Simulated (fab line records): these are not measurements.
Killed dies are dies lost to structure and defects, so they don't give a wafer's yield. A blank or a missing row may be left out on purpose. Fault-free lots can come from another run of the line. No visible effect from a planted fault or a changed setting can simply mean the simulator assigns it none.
One fault seen from 2 desks | flow sky130 | only its own numbers are on each desk; what lay behind them is given at the end

## TOOL OWNER'S DESK, implanter-04
The tool's own readings at SKY_NWELL_IMPLANT_11, given as means over the sampled wafers that have a number, one for each lot that went through this tool. A lot is out of limits, marked OUT, if its mean lies more than 4 standard deviations from the usual mean; the brackets give that distance.
Columns: A = beamEnergyKeV at SKY_NWELL_IMPLANT_11, usual 400.02
lot  | first seen here | A
L430 | day 4 15:05     | 400.02
L433 | day 5 04:44     | 399.90
L434 | day 5 11:19     | 400.04
L435 | day 5 16:20     | 344.80 (-99 or more) OUT
L439 | day 6 21:11     | 344.71 (-99 or more) OUT
Finding of this desk: L435, L439 out of limits; the first was L435 at day 5 16:20, on beamEnergyKeV at SKY_NWELL_IMPLANT_11. L430, L433, L434: within limits.

## THE METROLOGY DESK
Lot by lot, what the gauges showed, no matter which tool ran the lot: averages of those sampled wafers that carry a number. A lot is out of limits, marked OUT, if its mean lies more than 4 standard deviations from the usual mean; the brackets give that distance.
Columns: A = NWELL_OXIDATION_THK at SKY_NWELL_THK_MEAS_02, usual 10.02 nm; B = NWELL_RS at SKY_NWELL_RS_MEAS_29, usual 624.7 ohm/sq
lot  | first seen here | A     | B
L430 | day 2 13:07     | 10.17 | 624.2
L431 | day 2 19:02     | 9.95  | 625.6
L432 | day 2 22:08     | 10.23 | 623.7
L433 | day 3 01:56     | 9.94  | 626.4
L434 | day 3 08:05     | 9.92  | 625.7
L435 | day 3 13:31     | 9.71  | 648.1 (+16) OUT
L436 | day 3 17:25     | 10.15 | 625.0
L439 | day 4 15:26     | 10.07 | 647.8 (+15) OUT
L446 | day 6 04:46     | 10.00 | 626.6
L447 | day 6 10:12     | 9.98  | 622.7
L451 | day 7 01:24     | 9.90  | 622.9
This desk finds L435, L439 out of limits, with the earliest case on L435 at day 6 10:23 (NWELL_RS at SKY_NWELL_RS_MEAS_29). L430, L431, L432, L433, L434, L436, L446, L447, L451: within limits.

## BROUGHT TOGETHER
On L435, L439, at day 5 16:20, an alarm was possible from the tool owner's desk.
L435, L439 would have let the metrology desk raise an alarm at day 6 10:23.
Of the lots named, all ran SKY_NWELL_IMPLANT_11 on implanter-04.

## WHAT WAS PUT IN BY THE SIMULATOR
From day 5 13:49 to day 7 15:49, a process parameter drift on implanter-04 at SKY_NWELL_IMPLANT_11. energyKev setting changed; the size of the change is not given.
Struck lots among those shown: L435, L439.
Hours from the fault's start to each desk's first reading out of limits: the tool owner's desk, 3; the metrology desk, 21.
